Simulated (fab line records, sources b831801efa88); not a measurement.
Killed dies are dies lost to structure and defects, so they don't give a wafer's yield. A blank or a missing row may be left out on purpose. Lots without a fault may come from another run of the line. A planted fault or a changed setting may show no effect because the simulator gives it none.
A struck lot beside a sound one | flow sky130 | 27 steps out of a route of 708
Sound: wafers L353.1, L353.2, L353.6. Struck: wafers L360.3, L360.4, L360.6. The cause comes at the end.
At each step with rows: each side's tool, then ch and its chambers, then its first start. Under that, the readings that differ: sound wafers | struck wafers | difference of the means | sigmas: that difference in standard deviations of wafers without a fault.
alike: readings whose means differ by less than 2 such deviations, and words and numbers that are the same on both sides. not compared: withheld readings, readings that some wafer has no value for, bounds like >300 that may hide the same value, and numbers for which the record gives no deviation and whose values overlap.
The two part at a step that has a row with sigmas, a row that says differs or no value, or rows on one side only. Numbers that don't overlap but have no deviation are shown without sigmas and don't part them. A reading that every wafer of one side lacks parts them only if that side has two wafers or more.

first, 3 steps without rows for these wafers: SKY_LDD_N_EXPOSE_04 (exposes mask NTM, target cd 840 nm); SKY_LDD_N_PEB_05; SKY_LDD_N_DEVELOP_06 (develop time 60 s).
SKY_LDD_N_OVL_MEAS_07:
  sound on overlay-01, day 19 22:21; struck on overlay-01, day 22 01:48
  alike: LDD_N_OVL
then, 8 steps without rows for these wafers: SKY_LDD_N_IMPLANT_08; SKY_LDD_N_IMPLANT_09; SKY_LDD_N_IMPLANT_10; SKY_LDD_N_IMPLANT_11; SKY_LDD_N_IMPLANT_12; SKY_LDD_N_IMPLANT_13; SKY_LDD_N_IMPLANT_14; SKY_LDD_N_IMPLANT_15.
SKY_LDD_N_STRIP_16: strips in O2/N2.
  sound on plasma_asher-01 ch 0,1, day 19 23:35; struck on plasma_asher-04 ch 0,1, day 22 03:03
  reading                                    | sound                | struck               | difference                    | sigmas
  chamber_pressure_mTorr (mTorr)             | 1501.2 1498.7 1499.3 | 1487.9 1476.4 1489.7 | -15.1                         | -11
  oes_product_au (a.u.)                      | 0.404 0.405 0.406    | 0.530 0.676 0.585    | +0.192                        | +40
  strip_time_to_endpoint_s (s)               | 4.315 4.321 4.322    | - - -                | no value on the struck wafers |
  model.NOVOLAK_of_LDD_N_COAT_02.thk_nm (nm) | 0 0 0                | 243.1 243.2 243.3    | +243.2                        |
  alike: drypump_motor_current_A, n2_flow_sccm
  not compared: rf_hours_counter_h
SKY_LDD_N_TW_MEAS_17:
  sound on film_metro-01, day 19 23:41; struck on film_metro-03, day 22 03:08
  alike: LDD_N_TW
then, 7 steps without rows for these wafers: SKY_LDD_P_DEHYDRATE_00 (time 60 s); SKY_LDD_P_HMDS_01 (prime time 60 s); SKY_LDD_P_COAT_02 (resist thk 1140 nm); SKY_LDD_P_SOFTBAKE_03 (time 60 s); SKY_LDD_P_EXPOSE_04 (exposes mask PSDM, target cd 380 nm); SKY_LDD_P_PEB_05; SKY_LDD_P_DEVELOP_06 (develop time 60 s).
SKY_LDD_P_CD_MEAS_07: target cd 380 nm.
  sound on cd_sem-01, day 21 04:58; struck on cd_sem-01, day 23 09:49
  alike: cd_nm
SKY_LDD_P_OVL_MEAS_08:
  sound on overlay-01, day 21 05:05; struck on overlay-02, day 23 09:54
  alike: LDD_P_OVL
then, 1 step without rows for these wafers: SKY_LDD_P_IMPLANT_09.
SKY_LDD_P_STRIP_10: strips in O2/N2.
  sound on plasma_asher-02 ch 0,1, day 21 05:17; struck on plasma_asher-01 ch 0,1, day 23 10:08
  reading                      | sound             | struck            | difference | sigmas
  strip_time_to_endpoint_s (s) | 14.20 14.19 14.15 | 17.89 17.89 17.85 | +3.70      | +90
  alike: chamber_pressure_mTorr, drypump_motor_current_A, n2_flow_sccm, oes_product_au
  not compared: rf_hours_counter_h
SKY_LDD_P_TW_MEAS_11:
  sound on film_metro-03, day 21 05:23; struck on film_metro-02, day 23 10:14
  reading  | sound       | struck   | difference | sigmas
  LDD_P_TW | 644 642 640 | 30 30 30 | -612       | -99 or more
then, 1 step without rows for these wafers: SKY_LDD_HVN_DEHYDRATE_00 (time 60 s).

WHERE THEY PART
First at SKY_LDD_N_STRIP_16; last, within this record, at SKY_LDD_P_TW_MEAS_11.

WHY: what the simulator had put in
Strip aborted: plasma_asher-04, from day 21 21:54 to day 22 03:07, at SKY_LDD_N_STRIP_16. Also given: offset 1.
